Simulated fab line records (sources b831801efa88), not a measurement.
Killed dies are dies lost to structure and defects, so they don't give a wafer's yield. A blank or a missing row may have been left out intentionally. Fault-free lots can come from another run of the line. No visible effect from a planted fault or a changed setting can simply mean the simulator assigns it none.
Code-filled problem report in 8D (eight disciplines) form / flow sfq_line / the parts of the form that need people (team, actions taken, sign-off) are left out

== 1. THE PROBLEM ==
Mean of run_length_s at SFQ_TRILAYER_I2_VIA_BARC_OPEN_VIA_ETCH_096: 75.4 s across 2 wafers in 2 lots; on wafers with no fault it is 70.0 s (standard deviation 0.46). That is +12 standard deviations from the usual mean.
The step: etches BARC in O2, target depth 125 nm, time 41.7 s.
Earliest sighting: wafer L662.5 on rie_diel-01 at day 42 17:01. The record holds 18 wafers of 6 lots with a number at this step. Rule for "out", or "out of limits": more than 4 standard deviations from the usual mean. All remaining wafers that have a number are taken as sound.

== 2. WHAT IT IS AND WHAT IT IS NOT ==
question=which readings at this step | is=run_length_s, oes_product_au | is not=drypump_motor_current_A
question=which lots | is=L662, L664 | is not=L646, L653, L666, L668
question=which wafers of those lots | is=L662.5, L664.1 | is not=L662.2, L662.6, L664.4, L664.5
question=read on which tools | is=rie_diel-01 | is not=rie_diel-03, rie_diel-04
question=when | is=from day 42 17:01 | is not=up to then (8 sound wafers); but 8 sound wafers of L664, L666, L668 came after

== 3. THE SUSPECTS, EACH WITH WHAT RULES IT OUT ==
Counting: any tool at a process step up to the reading remains a suspect provided it ran every lot that is out. Sound lots after the first of them don't rule it out here, since some wafers of a struck lot are sound.
- cmp-02 at SFQ_TRILAYER_I2_CMP_CMP_064 (polishes SiO2): kept. It ran every lot that is out, first L662 (day 37 02:14).
- rie_diel-01 at SFQ_TRILAYER_I2_VIA_BARC_OPEN_VIA_ETCH_096 (etches BARC in O2, target depth 125 nm, time 41.7 s): kept. It processed each lot that is out (first: L662, day 42 17:01); up to then, its last sound lot is L653 (day 40 18:23). Its own readings are out on those wafers: oes_product_au, run_length_s.
- Within rie_diel-01 at SFQ_TRILAYER_I2_VIA_BARC_OPEN_VIA_ETCH_096: the wafers that are out ran in chamber 1; their sound lot-mates ran in chambers 0, 2, 3.
The count leaves rie_diel-01 at SFQ_TRILAYER_I2_VIA_BARC_OPEN_VIA_ETCH_096 and cmp-02 at SFQ_TRILAYER_I2_CMP_CMP_064.

== 4. THE CAUSE (what the simulator had put in) ==
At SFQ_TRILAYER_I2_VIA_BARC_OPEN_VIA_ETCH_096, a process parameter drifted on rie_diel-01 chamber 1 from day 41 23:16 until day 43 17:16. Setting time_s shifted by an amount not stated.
After counting, 2 suspects remain, this tool included.

== 5. THE EFFECT CHAIN, in route order ==
Each row: a reading where the mean over the struck wafers with a number is more than 3 standard deviations away from the usual. Readings are gone through only where the record gives a usual standard deviation; hours: the median, over the lots, of the time from a lot's start at the first step in this table giving one to that lot's start at this step; sigmas: the change measured in usual standard deviations.
hours=0; step=SFQ_TRILAYER_I2_VIA_BARC_OPEN_VIA_ETCH_096; reading=oes_product_au; usual=0.684 a.u.; on struck wafers=0.649; change=-0.035; sigmas=-7.8
hours=0; step=SFQ_TRILAYER_I2_VIA_BARC_OPEN_VIA_ETCH_096; reading=run_length_s; usual=70.0 s; on struck wafers=75.4; change=+5.4; sigmas=+12
It contains these process steps:
- SFQ_TRILAYER_I2_VIA_BARC_OPEN_VIA_ETCH_096: etches BARC in O2, target depth 125 nm, time 41.7 s.

== 6. WHAT WOULD HAVE CAUGHT IT SOONER ==
The fault began at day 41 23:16; the first out-of-limits reading in this record came at day 42 17:01, 18 hours later.
